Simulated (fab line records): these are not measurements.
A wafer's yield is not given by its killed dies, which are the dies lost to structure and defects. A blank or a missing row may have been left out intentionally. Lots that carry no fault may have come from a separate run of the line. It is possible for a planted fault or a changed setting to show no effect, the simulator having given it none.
Which tool is to blame? -- flow gf180mcu -- 13 lots with 39 wafers sampled at 4 steps, on a route of 602 steps

## WHAT EACH GAUGE READ, for each wafer
GF_HV_LDD_RS_MEAS_53: the measuring method here is four-point-probe.
lot,measured,on,HV_LDD_RS (ohm/sq)
L310,day 12 09:37,filmMetro-01,417.9 417.7 417.8
L311,day 12 19:41,filmMetro-01,417.6 417.2 417.8
L314,day 13 17:36,filmMetro-03,419.9 418.8 419.8
L315,day 14 01:34,filmMetro-01,419.0 417.5 418.4
L317,day 15 05:10,filmMetro-03,417.6 418.0 418.1
L318,day 15 07:10,filmMetro-01,- - -
L320,day 15 22:12,filmMetro-03,- - -
L322,day 16 09:20,filmMetro-03,417.5 417.6 418.0
L328,day 18 09:22,filmMetro-03,417.5 418.1 418.4
L330,day 19 12:44,filmMetro-03,419.2 419.3 420.3
L331,day 19 13:09,filmMetro-03,416.9 417.9 418.0
L332,day 19 23:20,filmMetro-01,416.1 416.1 417.1
L333,day 20 06:34,filmMetro-04,418.1 419.3 418.3

## EACH LOT AND THE TOOL THAT RAN IT (in order: tool; ch and the chambers of the sampled wafers; start)
lot,GF_VT_IMPLANT_RTA_45,GF_HV_LDD_IMPLANT_35,GF_HV_LDD_STRIP_49
L310,"rtpAnneal-01 ch 0, day 7 14:05","implanter-01 ch 0, day 11 13:56","plasmaAsher-04 ch 0,1, day 12 09:20"
L311,"rtpAnneal-01 ch 0, day 7 18:41","implanter-03 ch 0, day 11 22:37","plasmaAsher-03 ch 0,1, day 12 19:24"
L314,"rtpAnneal-01 ch 0, day 8 15:05","implanter-04 ch 0, day 12 20:48","plasmaAsher-03 ch 0,1, day 13 17:18"
L315,"rtpAnneal-01 ch 0, day 8 22:08","implanter-04 ch 0, day 13 04:24","plasmaAsher-04 ch 0,1, day 14 01:17"
L317,"rtpAnneal-02 ch 0, day 9 22:20","implanter-01 ch 0, day 14 07:37","plasmaAsher-03 ch 0,1, day 15 04:52"
L318,"rtpAnneal-01 ch 0, day 9 23:53","implanter-01 ch 0, day 14 09:58","plasmaAsher-03 ch 0,1, day 15 06:52"
L320,"rtpAnneal-01 ch 0, day 10 11:33","implanter-01 ch 0, day 14 23:26","plasmaAsher-01 ch 0,1, day 15 21:55"
L322,"rtpAnneal-01 ch 0, day 10 22:47","implanter-03 ch 0, day 15 11:09","plasmaAsher-01 ch 0,1, day 16 09:02"
L328,"rtpAnneal-01 ch 0, day 12 13:26","implanter-04 ch 0, day 17 09:27","plasmaAsher-03 ch 0,1, day 18 08:58"
L330,"rtpAnneal-01 ch 0, day 13 09:59","implanter-01 ch 0, day 18 11:53","plasmaAsher-04 ch 0,1, day 19 12:26"
L331,"rtpAnneal-01 ch 0, day 13 11:31","implanter-03 ch 0, day 18 12:10","plasmaAsher-01 ch 0,1, day 19 12:52"
L332,"rtpAnneal-02 ch 0, day 13 18:01","implanter-03 ch 0, day 18 22:14","plasmaAsher-04 ch 0,1, day 19 23:03"
L333,"rtpAnneal-01 ch 0, day 14 03:22","implanter-04 ch 0, day 19 04:55","plasmaAsher-03 ch 0,1, day 20 06:16"
- GF_VT_IMPLANT_RTA_45: time 30 s.
- GF_HV_LDD_IMPLANT_35
- GF_HV_LDD_STRIP_49: strips in O2/N2.

## WHAT THE TOOLS THEMSELVES READ (means of the sampled wafers that have a number; where no wafer has one, the mark that the record gives instead)
GF_VT_IMPLANT_RTA_45.
lot,tool,annealTempCMax,lampPowerPct (%),wafer_temp_C_max
L310,rtpAnneal-01,1056.1,29.8,1054.6
L311,rtpAnneal-01,1055.0,29.8,1054.9
L314,rtpAnneal-01,1055.3,29.8,1055.1
L315,rtpAnneal-01,1054.3,29.8,1054.9
L317,rtpAnneal-02,1053.5,32.1,1054.4
L318,rtpAnneal-01,1055.0,29.8,1055.5
L320,rtpAnneal-01,1054.5,29.8,1054.2
L322,rtpAnneal-01,1056.5,29.8,1055.8
L328,rtpAnneal-01,1053.9,29.8,1055.8
L330,rtpAnneal-01,1055.2,29.8,1056.6
L331,rtpAnneal-01,1054.4,29.8,1054.6
L332,rtpAnneal-02,1052.6,32.1,1056.0
L333,rtpAnneal-01,1054.5,29.8,1055.8

GF_HV_LDD_STRIP_49.
lot,tool,drypumpMotorCurrentA (A),heaterPowerW (W),oesProductAu (a.u.),stripTimeToEndpointS (s)
L310,plasmaAsher-04,6.1,320,0.712,12.69
L311,plasmaAsher-03,5.6,345,0.717,12.58
L314,plasmaAsher-03,5.6,313,0.717,12.63
L315,plasmaAsher-04,6.0,328,0.719,12.61
L317,plasmaAsher-03,5.5,312,0.716,12.62
L318,plasmaAsher-03,5.5,343,0.719,12.63
L320,plasmaAsher-01,5.7,366,0.717,12.67
L322,plasmaAsher-01,6.1,370,0.715,12.66
L328,plasmaAsher-03,5.6,342,0.716,12.68
L330,plasmaAsher-04,5.5,337,0.713,12.70
L331,plasmaAsher-01,6.1,362,0.716,12.68
L332,plasmaAsher-04,6.1,331,0.714,12.62
L333,plasmaAsher-03,5.5,315,0.716,12.66

## THE ANSWER, worked out from the rows above alone
Rule: what is usual is taken from the lots themselves. Put in order of their means at a reading, lots are off if they are a third of the lots or fewer, leave a main group of 4 or more, and stand apart from it by a gap of 3 or more times the standard deviation of the main group's means; of several such gaps the widest counts. A main group is skipped when, at the precision printed for the reading in the tables above, its means are all equal. A lot without any number at a reading at which 4 lots or more have one is off too. The other lots that the step has rows for count as sound. The gauges are gone through in route order, then the tools' own readings, and for those a lot's mean is taken as printed above. The first step at which some lot is off is used, and at that step the reading that is off furthest; a lot without a number counts as furthest.
Off: L318, L320, seen at GF_HV_LDD_RS_MEAS_53 (HV_LDD_RS). Without a number there: L318, L320. Mean 418.1 ohm/sq and standard deviation 0.86 in the main group.
A tool fits if, at a process step before that reading, it ran every lot that is off, and no sound lot after the first of them. Those tools and the gauges at GF_HV_LDD_RS_MEAS_53 are tried in the same way. None of those tried fits.

## WHAT THE SIMULATOR PUT IN
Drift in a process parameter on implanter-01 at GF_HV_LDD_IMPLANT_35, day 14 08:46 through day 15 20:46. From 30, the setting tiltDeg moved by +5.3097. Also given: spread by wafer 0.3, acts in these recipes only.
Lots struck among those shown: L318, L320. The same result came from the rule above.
